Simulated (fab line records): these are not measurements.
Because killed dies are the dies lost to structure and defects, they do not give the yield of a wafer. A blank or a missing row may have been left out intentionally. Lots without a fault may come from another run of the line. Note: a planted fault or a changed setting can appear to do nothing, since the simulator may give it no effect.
What tool caused it? | flow gf180mcu | Sampling: 11 lots, 33 wafers, 6 of 602 route steps

## WHAT THE GAUGES SHOWED, per wafer
GF_DNWELL_TW_MEAS_09.
lot  | measured    | on            | DNWELL_TW
L678 | day 3 07:04 | film metro-04 | 1355 1355 1356
L679 | day 3 13:00 | film metro-04 | 1358 1357 1352
L682 | day 4 04:31 | film metro-04 | 1359 1359 1366
L684 | day 4 14:37 | film metro-04 | 1337 1345 1345
L686 | day 5 01:04 | film metro-03 | 1337 1342 1343
L687 | day 5 06:20 | film metro-03 | 1346 1356 1346
L688 | day 5 10:09 | film metro-02 | 1359 1359 1359
L694 | day 6 17:35 | film metro-03 | 1358 1351 1355
L697 | day 7 10:40 | film metro-04 | 1352 1345 1343
L698 | day 7 14:41 | film metro-04 | 1351 1358 1352
L699 | day 7 23:43 | film metro-02 | 1364 1368 1365

GF_MVPSD_OVL_MEAS_07.
lot  | measured     | on         | MVPSD_OVL (nm)
L678 | day 5 14:33  | overlay-01 | 0.5 3.0 1.4
L679 | day 5 21:48  | overlay-02 | -1.7 -2.1 -1.9
L682 | day 6 15:27  | overlay-01 | -1.0 -0.2 -1.3
L684 | day 7 01:31  | overlay-01 | -1.3 -0.4 -1.9
L686 | day 7 13:31  | overlay-01 | -0.4 -1.1 0.2
L687 | day 7 19:13  | overlay-01 | -0.4 0.4 -1.1
L688 | day 8 00:35  | overlay-01 | 1.7 1.6 1.4
L694 | day 9 12:34  | overlay-01 | - - -
L697 | day 10 07:52 | overlay-02 | 0.5 2.7 1.1
L698 | day 10 12:42 | overlay-02 | -1.9 -0.8 0.3
L699 | day 10 22:46 | overlay-02 | 0.1 0.9 -0.2

GF_MVPSD_TW_MEAS_11.
lot  | measured     | on            | MVPSD_TW
L678 | day 5 14:59  | film metro-03 | 549.2 553.9 554.6
L679 | day 5 22:14  | film metro-03 | 552.8 552.8 552.6
L682 | day 6 15:53  | film metro-03 | 559.8 556.9 557.1
L684 | day 7 01:57  | film metro-03 | 555.4 554.5 553.9
L686 | day 7 13:57  | film metro-01 | 558.6 556.4 557.3
L687 | day 7 19:40  | film metro-03 | 557.5 552.4 554.8
L688 | day 8 01:02  | film metro-01 | 555.0 559.3 560.8
L694 | day 9 13:01  | film metro-02 | 30.1 30.2 30.1
L697 | day 10 08:18 | film metro-01 | 558.6 559.6 556.3
L698 | day 10 13:08 | film metro-01 | 554.2 555.3 554.3
L699 | day 10 23:13 | film metro-02 | 554.8 555.0 558.6

## EACH LOT AND THE TOOL THAT RAN IT (in order: tool; ch and the chambers of the sampled wafers; start)
lot  | GF_STI_ETCH_14                  | GF_LVPWELL_STRIP_10                 | GF_MVPSD_EXPOSE_04
L678 | rie si-01 ch 1,3, day 2 12:01   | plasma asher-01 ch 0,1, day 4 10:25 | iline stepper-02 ch 0, day 5 08:01
L679 | rie si-02 ch 0,1,2, day 2 17:12 | plasma asher-02 ch 0,1, day 4 16:49 | iline stepper-01 ch 0, day 5 14:19
L682 | rie si-02 ch 2,3, day 3 10:20   | plasma asher-01 ch 0,1, day 5 09:19 | iline stepper-02 ch 0, day 6 07:46
L684 | rie si-01 ch 1,2, day 3 20:09   | plasma asher-02 ch 0,1, day 5 19:19 | iline stepper-02 ch 0, day 6 17:40
L686 | rie si-01 ch 0,3, day 4 06:12   | plasma asher-02 ch 0,1, day 6 06:23 | iline stepper-02 ch 0, day 7 06:02
L687 | rie si-01 ch 0,2,3, day 4 11:12 | plasma asher-02 ch 0,1, day 6 11:43 | iline stepper-02 ch 0, day 7 11:13
L688 | rie si-02 ch 0,1, day 4 14:54   | plasma asher-03 ch 0,1, day 6 16:11 | iline stepper-01 ch 0, day 7 16:32
L694 | rie si-02 ch 0,2,3, day 5 22:29 | plasma asher-02 ch 0,1, day 8 02:22 | iline stepper-01 ch 0, day 9 04:13
L697 | rie si-01 ch 2,3, day 6 13:13   | plasma asher-03 ch 0, day 8 21:17   | iline stepper-01 ch 0, day 9 22:53
L698 | rie si-02 ch 0,1,3, day 6 18:37 | plasma asher-03 ch 0, day 9 01:44   | iline stepper-02 ch 0, day 10 04:26
L699 | rie si-01 ch 0,1,2, day 7 02:10 | plasma asher-02 ch 0,1, day 9 10:46 | iline stepper-02 ch 0, day 10 13:48
- GF_STI_ETCH_14: etches Si in HBr/Cl2/O2, target depth 360 nm, time 102.9 s.
- GF_LVPWELL_STRIP_10: strips in O2/N2.
- GF_MVPSD_EXPOSE_04: exposes mask MVPSD, target cd 1000 nm.

## WHAT THE TOOLS THEMSELVES READ (means of the sampled wafers that have a number; where no wafer has one, the mark that the record gives instead)
GF_STI_ETCH_14.
lot  | tool      | HBr_flow_sccm (sccm) | drypump motor current A (A) | oes product au (a.u.) | throttle valve pct (%)
L678 | rie si-01 | 149.9                | 6.1                         | 1.008                 | 25.648
L679 | rie si-02 | 149.7                | 5.8                         | 0.980                 | 25.666
L682 | rie si-02 | 150.0                | 5.5                         | 1.003                 | 25.643
L684 | rie si-01 | 150.3                | 5.4                         | 0.994                 | 25.662
L686 | rie si-01 | 150.0                | 6.2                         | 0.984                 | 25.665
L687 | rie si-01 | 150.1                | 6.1                         | 1.003                 | 25.653
L688 | rie si-02 | 150.1                | 6.2                         | 1.005                 | 25.658
L694 | rie si-02 | 150.0                | 5.7                         | 0.993                 | 25.661
L697 | rie si-01 | 150.7                | 5.9                         | 0.991                 | 25.668
L698 | rie si-02 | 150.6                | 6.0                         | 0.995                 | 25.665
L699 | rie si-01 | 150.0                | 5.5                         | 1.004                 | 25.655

GF_LVPWELL_STRIP_10.
lot  | tool            | drypump motor current A (A) | heater power w (W) | oes product au (a.u.) | platen temp c (C) | strip time to endpoint s (s)
L678 | plasma asher-01 | 5.8                         | 336                | 0.720                 | 249.79            | 36.80
L679 | plasma asher-02 | 5.5                         | 297                | 0.724                 | 249.89            | 36.93
L682 | plasma asher-01 | 6.0                         | 322                | 0.727                 | 250.20            | 36.79
L684 | plasma asher-02 | 5.5                         | 304                | 0.725                 | 249.87            | 36.96
L686 | plasma asher-02 | 5.5                         | 302                | 0.723                 | 249.97            | 37.05
L687 | plasma asher-02 | 5.6                         | 286                | 0.725                 | 250.00            | 36.78
L688 | plasma asher-03 | 6.3                         | 309                | 0.724                 | 250.03            | 36.99
L694 | plasma asher-02 | 5.5                         | 301                | 0.724                 | 250.03            | 36.75
L697 | plasma asher-03 | 6.6                         | 306                | 0.721                 | 249.89            | 37.08
L698 | plasma asher-03 | 6.6                         | 306                | 0.726                 | 249.98            | 36.79
L699 | plasma asher-02 | 5.4                         | 300                | 0.724                 | 249.88            | 36.85

GF_MVPSD_EXPOSE_04.
lot  | tool             | focus offset nm (nm)
L678 | iline stepper-02 | -0.1
L679 | iline stepper-01 | 0.1
L682 | iline stepper-02 | 0.2
L684 | iline stepper-02 | -0.7
L686 | iline stepper-02 | -0.6
L687 | iline stepper-02 | -0.2
L688 | iline stepper-01 | 0.8
L694 | iline stepper-01 | 0.1
L697 | iline stepper-01 | 0.0
L698 | iline stepper-02 | 0.0
L699 | iline stepper-02 | 0.2

## THE ANSWER, worked out from the rows above alone
Rule: the usual values come from the lots themselves. Put in order of their means at a reading, lots are off if they are a third of the lots or fewer, leave a main group of 4 or more, and stand apart from it by a gap of 3 or more times the standard deviation of the main group's means; of several such gaps the widest counts. Not used: any main group whose means are identical at the precision the tables above print for the reading. Also off: a lot with no number at a reading for which 4 or more lots have one. Where the step has rows for the other lots, those lots are counted as sound. Order of review: gauges by route order, followed by the tools' own readings, for which a lot's mean as printed above is used. At the first step where some lot is off, the reading lying furthest off is the one used; lots without a number count as furthest.
Off: L694, at GF_MVPSD_OVL_MEAS_07 (MVPSD_OVL). Without a number there: L694. The main group has a mean of -0.1 nm with a standard deviation of 1.2.
A tool fits if, at a process step before that reading, it ran every lot that is off, and no sound lot after the first of them. Not tried: the gauges at GF_MVPSD_OVL_MEAS_07; whatever is off there is also off at GF_MVPSD_TW_MEAS_11, on other tools, and gauge error can't account for it. None of those tried fits.

## WHAT THE SIMULATOR PUT IN
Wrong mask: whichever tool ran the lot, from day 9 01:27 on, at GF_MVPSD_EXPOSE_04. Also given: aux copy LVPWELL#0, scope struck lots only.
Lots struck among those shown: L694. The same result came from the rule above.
